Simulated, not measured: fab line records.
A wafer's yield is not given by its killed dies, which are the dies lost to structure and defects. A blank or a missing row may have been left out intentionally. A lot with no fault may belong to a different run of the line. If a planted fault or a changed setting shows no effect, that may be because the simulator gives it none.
Chamber matching + flow sky130 + SKY_VIA3_CMP_24 on cmp-01: 4 sister chambers
The step polishes, stops on SiO2, t overpolish 20 s, target thk 0 nm. 8 wafers are shown with their chamber, then 7 later ones without.

## WAFERS WITH THEIR CHAMBER
| wafer  | chamber | motorCurrentA (A) | timeToEndpointS (s) |
|--------|---------|-------------------|---------------------|
| L805.1 | 2       | 11.0              | 94                  |
| L805.2 | 1       | 10.7              | 91                  |
| L806.5 | 0       | 11.4              | 82                  |
| L814.2 | 0       | 10.3              | 85                  |
| L814.3 | 2       | 10.4              | 88                  |
| L814.5 | 3       | 15.5              | 94                  |
| L818.1 | 1       | 10.7              | 90                  |
| L818.2 | 3       | 15.0              | 93                  |

## WAFERS WITHOUT THEIR CHAMBER
| wafer  | motorCurrentA (A) | timeToEndpointS (s) |
|--------|-------------------|---------------------|
| L818.6 | 10.7              | 86                  |
| L819.1 | 11.4              | 82                  |
| L819.2 | 10.9              | 86                  |
| L819.5 | 10.4              | 89                  |
| L823.3 | 10.6              | 92                  |
| L823.5 | 10.5              | 94                  |
| L823.6 | 15.9              | 94                  |

## WHICH CHAMBER EACH ONE RAN IN
| wafer  | from the rows above          | in truth |
|--------|------------------------------|----------|
| L818.6 | can't be placed: 0 or 1 or 2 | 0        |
| L819.1 | 0                            | 0        |
| L819.2 | can't be placed: 0 or 1 or 2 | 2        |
| L819.5 | can't be placed: 1 or 2 or 0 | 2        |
| L823.3 | can't be placed: 2 or 1      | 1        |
| L823.5 | can't be placed: 2 or 1      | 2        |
| L823.6 | 3                            | 3        |
Correct placement for 2 of the 7. Unplaceable from these rows: 5, with the true chamber sitting among the candidates in 5. Wrongly placed: 0.
How it was worked out, from the rows above alone: a wafer's distance from a chamber is the root of the sum, over the readings, of the square of ((its reading less the chamber's mean) divided by the reading's scatter). The wafer belongs to the nearest chamber; if the next one is less than 2 further off, it can't be placed. Each chamber's mean is taken over the wafers shown for it. The scatter: the root of (the sum of the squares of (reading less its chamber's mean) over the shown wafers, divided by (wafers less chambers)).
